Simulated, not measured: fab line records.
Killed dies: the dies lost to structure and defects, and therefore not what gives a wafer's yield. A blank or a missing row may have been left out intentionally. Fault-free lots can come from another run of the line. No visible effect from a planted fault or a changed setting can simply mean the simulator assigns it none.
fab line records -- flow gf180mcu
[record] lots = 12, wafers = 36, last-day = 31
route steps=602 shown STI@8 NSD@247 SALICIDE@280
lots with no fault: from the same line, run without faults
start-h: hours from the record's first day to the start of the lot's first wafer shown -- wait-h: time in hours since the lot's previous step -- " unchanged from the row above -- L1.1+2: a row that stands for several wafers -- - value missing, or start not given -- * or withheld: withheld -- < > ~ a bound
route shown NAME@n: names a module that has steps shown in the file, with the first one's number in the route -- usual: mean/standard deviation of fault-free wafers -- same: alike in all rows -- chamber/n: place in a boat -- sites: each site's reading -- _std_site: the standard deviation of these -- _edge_site: outer sites' mean less inner sites' -- radius-mm: how far each site lies from the wafer's centre -- mask NAME#n: copy n -- behind: tool/chamber where the wafer was last shaped -- hold: the reason the lot was held/the length of the hold in hours/how it ended -- device: the transistor (n, p or np) that didn't switch -- end of line: the same wafers' tests at the end of the route -- for a step that has no rows: nothing shown but its recipe -- killed: dies that structure and defects cost at the first sort, which is not the same as the wafer's yield -- map: per-die view of a wafer (x killed, . not killed, _ where there is no die)
set.NAME: setting as actually run; set.NAME@STEP: the setting as run at that earlier step -- model.NAME: the simulator's own value behind a step, which no gauge read
steps of the route over a sample of lots; a table a step, a row a wafer
services: when a tool's chamber went out of use (start-h, in hours from the record's first day, below 0 if earlier), for how many hours, and the reason
[[steps]]
[step GF_STI_COAT_07]
[recipe] resist = KrF, spin-rpm = withheld, resist-thk-nm = 700
lot.wafer,tool,chamber,start-h,wait-h
L867.3+5+6,litho-track-04,0,20.07,0.1
L868.1+2+5,litho-track-03,0,31.38,0.1
L869.1+2+4,litho-track-01,0,31.47,0.1
L870.1+4+5,litho-track-04,0,38.17,0.1
L871.1+4+6,litho-track-03,0,44.18,0.1
L872.1+3+6,litho-track-04,0,44.37,0.1
L873.3+5+6,litho-track-01,0,55.17,0.1
L874.3+4+6,litho-track-04,0,56.52,0.1
L875.3+5+6,litho-track-04,0,59.77,0.1
L876.3+4+5,litho-track-04,0,64.82,0.1
L877.2+4+6,litho-track-04,0,69.44,0.1
L878.1+2+4,litho-track-04,0,74.97,0.1
[step GF_STI_STRIP_15]
[recipe] chemistry = O2/N2, power-w = 1400, pressure-mtorr = 1500, platen-temp-c = 250, o2-flow-sccm = 3000, n2-flow-sccm = 300, overash-fraction = 0.5
[usual] drypump-motor-current-A = 5.7/0.56, heater-power-w = 318/27, oes-product-au = 0.384/0.005, strip-time-to-endpoint-s = 3.73/0.068
lot.wafer,tool,chamber,start-h,wait-h,drypump-motor-current-A,heater-power-w,oes-product-au,rf-hours-counter-h,strip-time-to-endpoint-s
L867.3,plasma-asher-03,1,25.73,0.1,6.7,310,0.386,-,3.69
L867.5,plasma-asher-03,1,25.73,0.1,6.6,307,0.381,-,3.67
L867.6,plasma-asher-03,0,25.73,0.1,5.5,281,0.382,-,3.73
L868.1,plasma-asher-02,0,36.94,0.0,4.9,305,0.378,22,3.67
L868.2,plasma-asher-02,1,36.94,0.0,6.0,331,0.388,22,3.75
L868.5,plasma-asher-02,0,36.94,0.0,4.9,312,0.395,-,3.82
L869.1,plasma-asher-03,1,37.41,0.0,6.6,303,0.391,36,3.78
L869.2,plasma-asher-03,0,37.41,0.0,5.5,286,0.380,36,3.73
L869.4,plasma-asher-03,0,37.41,0.0,5.5,280,0.394,-,3.81
L870.1,plasma-asher-02,0,43.69,0.0,4.9,303,0.394,23,3.69
L870.4,plasma-asher-02,1,43.69,0.0,6.0,335,0.386,-,3.83
L870.5,plasma-asher-02,1,43.69,0.0,6.0,323,0.390,-,3.80
L871.1,plasma-asher-04,0,50.36,0.0,5.4,314,0.382,40,3.81
L871.4,plasma-asher-04,1,50.36,0.0,6.1,372,0.387,-,3.75
L871.6,plasma-asher-04,1,50.36,0.0,6.1,379,0.386,-,3.80
L872.1,plasma-asher-02,0,50.59,0.0,4.9,304,0.380,24,3.66
L872.3,plasma-asher-02,1,50.59,0.0,6.0,323,0.378,-,3.77
L872.6,plasma-asher-02,0,50.59,0.0,4.9,301,0.392,-,3.73
L873.3,plasma-asher-02,1,61.93,0.1,6.0,331,0.383,-,3.59
L873.5,plasma-asher-02,0,61.93,0.1,4.9,299,0.385,-,3.71
L873.6,plasma-asher-02,1,61.93,0.1,6.0,325,0.390,-,3.84
L874.3,plasma-asher-04,0,63.33,0.1,5.4,321,0.380,-,3.77
L874.4,plasma-asher-04,1,63.33,0.1,6.0,369,0.391,-,3.75
L874.6,plasma-asher-04,0,63.33,0.1,5.4,314,0.381,-,3.82
L875.3,plasma-asher-04,1,67.08,0.1,6.1,371,0.389,-,3.66
L875.5,plasma-asher-04,0,67.08,0.1,5.4,316,0.386,-,3.73
L875.6,plasma-asher-04,1,67.08,0.1,6.1,365,0.389,-,3.76
L876.3,plasma-asher-02,1,71.34,0.1,6.0,339,0.383,-,3.80
L876.4,plasma-asher-02,0,71.34,0.1,4.9,296,0.387,-,3.84
L876.5,plasma-asher-02,1,71.34,0.1,6.0,324,0.394,-,3.77
L877.2,plasma-asher-02,1,76.49,0.0,6.0,334,0.401,27,4.22
L877.4,plasma-asher-02,0,76.49,0.0,4.9,303,0.402,-,4.09
L877.6,plasma-asher-02,0,76.49,0.0,4.9,303,0.405,-,4.01
L878.1,plasma-asher-03,1,82.31,0.0,6.6,307,0.394,41,4.16
L878.2,plasma-asher-03,0,82.31,0.0,5.5,285,0.404,41,4.08
L878.4,plasma-asher-03,0,82.31,0.0,5.5,289,0.395,-,4.10
[step GF_NSD_TW_MEAS_12]
[usual] NSD_TW = 4203/42
lot.wafer,tool,chamber,start-h,wait-h,NSD_TW
L867.3,film-metro-04,-,305.85,0.1,4155
L867.5,film-metro-04,-,305.85,0.1,4170
L867.6,film-metro-04,-,305.85,0.1,4173
L869.1,film-metro-02,-,315.78,0.1,4274
L869.2,film-metro-02,-,315.78,0.1,4288
L869.4,film-metro-02,-,315.78,0.1,4297
L870.1,film-metro-03,-,320.23,0.1,4186
L870.4,film-metro-03,-,320.23,0.1,4193
L870.5,film-metro-03,-,320.23,0.1,4196
L868.1,film-metro-04,-,320.53,0.1,4178
L868.2,film-metro-04,-,320.53,0.1,4159
L868.5,film-metro-04,-,320.53,0.1,4158
L871.1,film-metro-03,-,336.53,0.1,4223
L871.4,film-metro-03,-,336.53,0.1,4219
L871.6,film-metro-03,-,336.53,0.1,4221
L872.1,film-metro-03,-,339.29,0.1,4262
L872.3,film-metro-03,-,339.29,0.1,4240
L872.6,film-metro-03,-,339.29,0.1,4225
L875.3,film-metro-04,-,352.05,0.1,4169
L875.5,film-metro-04,-,352.05,0.1,4190
L875.6,film-metro-04,-,352.05,0.1,4181
L873.3,film-metro-04,-,353.25,0.1,4178
L873.5,film-metro-04,-,353.25,0.1,4149
L873.6,film-metro-04,-,353.25,0.1,4162
L874.3,film-metro-03,-,353.44,0.1,4216
L874.4,film-metro-03,-,353.44,0.1,4208
L874.6,film-metro-03,-,353.44,0.1,4234
L876.3,film-metro-03,-,369.69,0.1,4198
L876.4,film-metro-03,-,369.69,0.1,4189
L876.5,film-metro-03,-,369.69,0.1,4198
L877.2,film-metro-02,-,382.90,0.1,4305
L877.4,film-metro-02,-,382.90,0.1,4313
L877.6,film-metro-02,-,382.90,0.1,4279
L878.1,film-metro-03,-,383.87,0.1,4162
L878.2,film-metro-03,-,383.87,0.1,4171
L878.4,film-metro-03,-,383.87,0.1,4181
[step GF_SALICIDE_SPUTTER_02]
[recipe] material = Co, target-thk-nm = 10, power-w = 1000, time-s = 20, chamber-pressure-pa = 0.4
[usual] throttle-valve-pct = 30.4/0.96
lot.wafer,tool,chamber,start-h,wait-h,throttle-valve-pct
L867.3,pvd-sputter-03,-,348.36,0.0,30.1
L867.5,pvd-sputter-03,-,348.36,0.0,31.0
L867.6,pvd-sputter-03,-,348.36,0.0,30.8
L869.1,pvd-sputter-02,-,357.86,0.0,29.8
L869.2,pvd-sputter-02,-,357.86,0.0,30.0
L869.4,pvd-sputter-02,-,357.86,0.0,29.2
L870.1,pvd-sputter-02,-,362.06,0.0,29.1
L870.4,pvd-sputter-02,-,362.06,0.0,29.9
L870.5,pvd-sputter-02,-,362.06,0.0,29.3
L868.1,pvd-sputter-01,-,363.61,0.0,30.7
L868.2,pvd-sputter-01,-,363.61,0.0,29.0
L868.5,pvd-sputter-01,-,363.61,0.0,30.4
L871.1,pvd-sputter-03,-,379.96,0.0,31.1
L871.4,pvd-sputter-03,-,379.96,0.0,30.6
L871.6,pvd-sputter-03,-,379.96,0.0,30.8
L872.1,pvd-sputter-02,-,384.11,0.0,32.1
L872.3,pvd-sputter-02,-,384.11,0.0,29.0
L872.6,pvd-sputter-02,-,384.11,0.0,29.9
L875.3,pvd-sputter-01,-,397.81,0.0,30.6
L875.5,pvd-sputter-01,-,397.81,0.0,31.1
L875.6,pvd-sputter-01,-,397.81,0.0,30.7
L873.3,pvd-sputter-01,-,399.16,0.0,31.1
L873.5,pvd-sputter-01,-,399.16,0.0,30.9
L873.6,pvd-sputter-01,-,399.16,0.0,28.7
L874.3,pvd-sputter-02,-,399.60,0.0,29.8
L874.4,pvd-sputter-02,-,399.60,0.0,29.9
L874.6,pvd-sputter-02,-,399.60,0.0,29.4
L876.3,pvd-sputter-02,-,416.86,0.0,29.4
L876.4,pvd-sputter-02,-,416.86,0.0,29.9
L876.5,pvd-sputter-02,-,416.86,0.0,30.3
L877.2,pvd-sputter-03,-,430.92,0.0,30.7
L877.4,pvd-sputter-03,-,430.92,0.0,30.5
L877.6,pvd-sputter-03,-,430.92,0.0,30.2
L878.1,pvd-sputter-02,-,431.23,0.0,29.2
L878.2,pvd-sputter-02,-,431.23,0.0,31.8
L878.4,pvd-sputter-02,-,431.23,0.0,31.8
[step GF_SALICIDE_SPUTTER_03]
[recipe] material = TiN, target-thk-nm = 20, power-w = 6500, time-s = 16.7, chamber-pressure-pa = 0.4
[usual] throttle-valve-pct = 30.4/0.92
lot.wafer,tool,chamber,start-h,wait-h,throttle-valve-pct
L867.3,pvd-sputter-03,-,348.39,0.0,30.3
L867.5,pvd-sputter-03,-,348.39,0.0,30.7
L867.6,pvd-sputter-03,-,348.39,0.0,30.7
L869.1,pvd-sputter-02,-,357.89,0.0,30.0
L869.2,pvd-sputter-02,-,357.89,0.0,29.8
L869.4,pvd-sputter-02,-,357.89,0.0,29.2
L870.1,pvd-sputter-02,-,362.09,0.0,29.5
L870.4,pvd-sputter-02,-,362.09,0.0,29.9
L870.5,pvd-sputter-02,-,362.09,0.0,29.2
L868.1,pvd-sputter-01,-,363.64,0.0,30.6
L868.2,pvd-sputter-01,-,363.64,0.0,28.8
L868.5,pvd-sputter-01,-,363.64,0.0,30.3
L871.1,pvd-sputter-03,-,379.99,0.0,30.8
L871.4,pvd-sputter-03,-,379.99,0.0,30.8
L871.6,pvd-sputter-03,-,379.99,0.0,31.0
L872.1,pvd-sputter-02,-,384.14,0.0,32.2
L872.3,pvd-sputter-02,-,384.14,0.0,29.3
L872.6,pvd-sputter-02,-,384.14,0.0,29.6
L875.3,pvd-sputter-01,-,397.84,0.0,30.5
L875.5,pvd-sputter-01,-,397.84,0.0,31.3
L875.6,pvd-sputter-01,-,397.84,0.0,30.6
L873.3,pvd-sputter-01,-,399.19,0.0,31.1
L873.5,pvd-sputter-01,-,399.19,0.0,30.6
L873.6,pvd-sputter-01,-,399.19,0.0,28.6
L874.3,pvd-sputter-02,-,399.63,0.0,29.8
L874.4,pvd-sputter-02,-,399.63,0.0,30.0
L874.6,pvd-sputter-02,-,399.63,0.0,29.2
L876.3,pvd-sputter-02,-,416.89,0.0,29.4
L876.4,pvd-sputter-02,-,416.89,0.0,29.9
L876.5,pvd-sputter-02,-,416.89,0.0,30.1
L877.2,pvd-sputter-03,-,430.95,0.0,31.0
L877.4,pvd-sputter-03,-,430.95,0.0,30.0
L877.6,pvd-sputter-03,-,430.95,0.0,30.3
L878.1,pvd-sputter-02,-,431.26,0.0,29.4
L878.2,pvd-sputter-02,-,431.26,0.0,32.0
L878.4,pvd-sputter-02,-,431.26,0.0,32.1
[[services]]
tool,chamber,start-h,hours,kind
plasma-asher-03,-,-3.77,4.6,repair
pvd-sputter-01,-,25.19,14.6,repair
pvd-sputter-01,-,53.26,1.6,repair
plasma-asher-04,-,59.12,1.4,repair
pvd-sputter-03,-,74.63,1.3,repair
plasma-asher-02,-,100.08,14.6,repair
plasma-asher-04,-,106.06,14.6,pm
plasma-asher-03,-,108.75,9.0,pm
plasma-asher-02,-,136.15,1.6,repair
plasma-asher-03,-,136.32,7.5,pm
plasma-asher-03,-,181.61,3.2,repair
pvd-sputter-01,-,184.73,3.8,repair
pvd-sputter-01,-,211.29,9.9,repair
pvd-sputter-02,-,245.92,1.5,repair
pvd-sputter-02,-,261.64,1.9,repair
pvd-sputter-02,-,274.92,2.5,repair
pvd-sputter-02,-,282.64,5.3,repair
plasma-asher-03,-,351.05,3.5,repair
pvd-sputter-03,-,357.23,6.4,repair
plasma-asher-03,-,358.53,1.3,repair
plasma-asher-03,-,382.36,2.7,repair
pvd-sputter-01,-,388.62,6.9,repair
pvd-sputter-03,-,410.71,1.6,repair
pvd-sputter-03,-,427.88,2.5,repair
[[key]]
[first-sign] step = GF_STI_STRIP_15, reading = strip-time-to-endpoint-s, direction = up, sigmas = 5.5, usual = *, struck = *
[effect] step = GF_STI_STRIP_15, reading = oes-product-au, direction = up, sigmas = 3.2, usual = 0.384, struck = 0.400
met-at GF_STI_COAT_07
struck-lots L877,L878
tester-left-out L877,L878
not-acting-at GF_NSD_TW_MEAS_12,GF_SALICIDE_SPUTTER_02,GF_SALICIDE_SPUTTER_03
onset-between 64.82 69.44
also-fits time
[fault] kind = process-parameter-drift, tool = litho-track-04, chamber = -, onset-h = 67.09, steps = GF_STI_COAT_07, channel = resist-thk-nm, offset = *, shape = step, end-h = 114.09, acts-in = *, stated = *
// tester-left-out: of these lots the tester's yield and bins aren't shown, on N5 and GAA mostly nor the transistor test; their killed dies are dies lost to structure and defects alone, not to doping, threshold or leakage, so they don't give the yield
